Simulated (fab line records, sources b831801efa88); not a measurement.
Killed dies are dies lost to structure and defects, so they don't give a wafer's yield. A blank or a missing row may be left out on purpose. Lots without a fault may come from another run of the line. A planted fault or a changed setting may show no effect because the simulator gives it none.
Which tool did it? | flow gf180mcu | 13 lots, 39 wafers sampled, at 5 steps of a route of 602

WHAT THE GAUGES READ, wafer by wafer
GF_M1_OVL_MEAS_15. Usual: M1_OVL 1 nm, standard deviation 5.3.
lot  | measured     | on         | M1_OVL (nm) | flag
L416 | day 17 09:55 | overlay-02 | 1 4 4       |
L417 | day 17 19:37 | overlay-02 | -5 2 1      |
L420 | day 19 01:34 | overlay-01 | 9 0 3       |
L422 | day 19 17:55 | overlay-01 | 4 -3 -5     |
L429 | day 22 20:44 | overlay-01 | -7 0 -5     |
L431 | day 23 12:58 | overlay-02 | 1 12 2      |
L433 | day 24 02:31 | overlay-02 | -1 2 -9     |
L432 | day 24 03:22 | overlay-01 | -2 1 2      |
L437 | day 25 06:53 | overlay-02 | 6 10 7      |
L438 | day 25 09:58 | overlay-02 | 6 3 1       |

GF_V1_OVL_MEAS_15. Usual: V1_OVL 2 nm, standard deviation 5.5.
lot  | measured     | on         | V1_OVL (nm) | flag
L416 | day 18 10:26 | overlay-02 | 2 -4 -3     |
L417 | day 18 20:49 | overlay-01 | -4 -4 -6    |
L420 | day 20 03:13 | overlay-02 | -1 3 8      |
L422 | day 20 19:46 | overlay-01 | 3 0 -2      |
L429 | day 23 21:29 | overlay-02 | 1 -2 2      |
L431 | day 24 12:13 | overlay-02 | 9 -5 2      |
L433 | day 25 01:52 | overlay-01 | -5 1 -3     |
L432 | day 25 03:13 | overlay-01 | -1 7 4      |
L437 | day 26 05:31 | overlay-02 | -3 4 2      |
L438 | day 26 08:25 | overlay-02 | 2 0 5       |

WHICH TOOL RAN EACH LOT (tool, then ch and the chambers of the sampled wafers, then the start)
lot  | GF_POLY_GATE_ETCH_13             | GF_POLY_GATE_STRIP_14                | GF_V1_CVD_02
L416 | rie_si-01 ch 0,1,2, day 9 12:51  | plasma_asher-02 ch 0,1, day 9 12:55  | pecvd-02 ch 0,2, day 17 10:55
L417 | rie_si-01 ch 1,2,3, day 9 18:29  | plasma_asher-02 ch 0,1, day 9 18:33  | pecvd-02 ch 0,2, day 17 20:29
L420 | rie_si-01 ch 1,2,3, day 10 17:24 | plasma_asher-02 ch 0,1, day 10 17:28 | pecvd-03 ch 0,1,2, day 19 02:23
L422 | rie_si-01 ch 1,2,3, day 11 05:06 | plasma_asher-02 ch 0,1, day 11 05:10 | pecvd-01 ch 1,2, day 19 18:45
L423 | rie_si-02 ch 0,1,2, day 11 13:47 | plasma_asher-01 ch 0,1, day 11 13:50 | -
L424 | rie_si-02 ch 0,1, day 11 19:36   | plasma_asher-01 ch 0,1, day 11 19:41 | -
L425 | rie_si-01 ch 1,2,3, day 12 06:45 | plasma_asher-02 ch 0,1, day 12 06:49 | -
L429 | rie_si-01 ch 0,1,3, day 13 18:08 | plasma_asher-01 ch 0,1, day 13 18:11 | pecvd-03 ch 1,2, day 22 21:35
L431 | rie_si-01 ch 0,3, day 14 08:56   | plasma_asher-01 ch 0,1, day 14 08:59 | pecvd-01 ch 0,1,2, day 23 13:48
L433 | rie_si-02 ch 1,2,3, day 14 22:51 | plasma_asher-01 ch 0,1, day 14 22:55 | pecvd-02 ch 0,1,2, day 24 03:22
L432 | rie_si-01 ch 2,3, day 14 22:53   | plasma_asher-02 ch 0,1, day 14 22:56 | pecvd-01 ch 0,1,2, day 24 04:11
L437 | rie_si-01 ch 0,1, day 16 03:53   | plasma_asher-02 ch 0,1, day 16 03:59 | pecvd-03 ch 0,2, day 25 07:44
L438 | rie_si-01 ch 1,2,3, day 16 07:32 | plasma_asher-01 ch 0,1, day 16 07:35 | pecvd-03 ch 0,2, day 25 10:48
- GF_POLY_GATE_ETCH_13: etches poly-Si in HBr/Cl2, stops on SiO2, target depth 198.5 nm, time 69.6 s.
- GF_POLY_GATE_STRIP_14: strips in O2/N2.
- GF_V1_CVD_02: deposits SiO2 from TEOS, target thk 850 nm, time 94.851 s.

WHAT THE TOOLS THEMSELVES READ (means of the sampled wafers that have a number; where no wafer has one, the mark that the record gives instead)
GF_POLY_GATE_ETCH_13. Usual: HBr_flow_sccm 150.0 sccm, standard deviation 0.44; bias_w 99.99 W, standard deviation 0.29; drypump_motor_current_A 5.6 A, standard deviation 0.35; oes_product_au 0.991 a.u., standard deviation 0.0069; throttle_valve_pct 33.685 %, standard deviation 0.0094.
lot  | tool      | HBr_flow_sccm (sccm) | bias_w (W) | drypump_motor_current_A (A) | oes_product_au (a.u.) | throttle_valve_pct (%) | flag
L416 | rie_si-01 | 150.0                | 100.27     | 5.4                         | 0.994                 | 33.689                 |
L417 | rie_si-01 | 149.8                | 100.06     | 5.3                         | 0.993                 | 33.677                 |
L420 | rie_si-01 | 149.9                | 99.82      | 5.3                         | 0.981                 | 33.676                 |
L422 | rie_si-01 | 150.1                | 100.04     | 5.3                         | 0.991                 | 33.679                 |
L423 | rie_si-02 | -                    | -          | -                           | -                     | -                      | OFF
L424 | rie_si-02 | -                    | -          | -                           | -                     | -                      | OFF
L425 | rie_si-01 | -                    | -          | -                           | -                     | -                      | OFF
L429 | rie_si-01 | 150.0                | 99.72      | 5.4                         | 0.994                 | 33.685                 |
L431 | rie_si-01 | 150.3                | 100.25     | 5.6                         | 0.990                 | 33.678                 |
L433 | rie_si-02 | 150.1                | 99.92      | 5.7                         | 0.984                 | 33.677                 |
L432 | rie_si-01 | 150.2                | 100.07     | 5.4                         | 0.986                 | 33.686                 |
L437 | rie_si-01 | 149.5                | 99.91      | 5.4                         | 0.995                 | 33.689                 |
L438 | rie_si-01 | 149.7                | 100.20     | 5.3                         | 0.988                 | 33.680                 |

GF_POLY_GATE_STRIP_14. Usual: drypump_motor_current_A 5.51 A, standard deviation 0.25; heater_power_w 337 W, standard deviation 53; oes_product_au 0.504 a.u., standard deviation 0.005.
lot  | tool            | drypump_motor_current_A (A) | heater_power_w (W) | oes_product_au (a.u.) | flag
L416 | plasma_asher-02 | 5.59                        | 328                | 0.504                 |
L417 | plasma_asher-02 | 5.56                        | 325                | 0.506                 |
L420 | plasma_asher-02 | 5.57                        | 322                | 0.504                 |
L422 | plasma_asher-02 | 5.55                        | 326                | 0.505                 |
L423 | plasma_asher-01 | 5.43                        | 353                | 0.544                 | OFF
L424 | plasma_asher-01 | 5.43                        | 360                | 0.539                 | OFF
L425 | plasma_asher-02 | 5.55                        | 293                | 0.539                 | OFF
L429 | plasma_asher-01 | 5.41                        | 355                | 0.502                 |
L431 | plasma_asher-01 | 5.27                        | 389                | 0.507                 |
L433 | plasma_asher-01 | 5.26                        | 387                | 0.505                 |
L432 | plasma_asher-02 | 5.56                        | 293                | 0.497                 |
L437 | plasma_asher-02 | 5.55                        | 296                | 0.499                 |
L438 | plasma_asher-01 | 5.43                        | 361                | 0.509                 |

GF_V1_CVD_02. Usual: heater_power_w 615 W, standard deviation 80.
lot  | tool     | heater_power_w (W) | flag
L416 | pecvd-02 | 636                |
L417 | pecvd-02 | 665                |
L420 | pecvd-03 | 580                |
L422 | pecvd-01 | 633                |
L429 | pecvd-03 | 567                |
L431 | pecvd-01 | 574                |
L433 | pecvd-02 | 684                |
L432 | pecvd-01 | 559                |
L437 | pecvd-03 | 619                |
L438 | pecvd-03 | 578                |

THE ANSWER, worked out from the rows above alone
Rule: a lot is off if the mean of its wafers that have a number lies more than 3 standard deviations from the usual mean. A lot without any number at a reading at which 4 lots or more have one is off too. The other lots that the step has rows for count as sound. The gauges are gone through in route order, then the tools' own readings, and for those a lot's mean is taken as printed above. The first step at which some lot is off is used, and at that step the reading that is off furthest; a lot without a number counts as furthest.
Off: L423, L424, L425, at GF_POLY_GATE_ETCH_13 (HBr_flow_sccm). Without a number there: L423, L424, L425.
A tool fits if, at that step or a process step before it, it ran every lot that is off, and no sound lot after the first of them. None of those tried fits.

WHAT THE SIMULATOR HAD PUT IN
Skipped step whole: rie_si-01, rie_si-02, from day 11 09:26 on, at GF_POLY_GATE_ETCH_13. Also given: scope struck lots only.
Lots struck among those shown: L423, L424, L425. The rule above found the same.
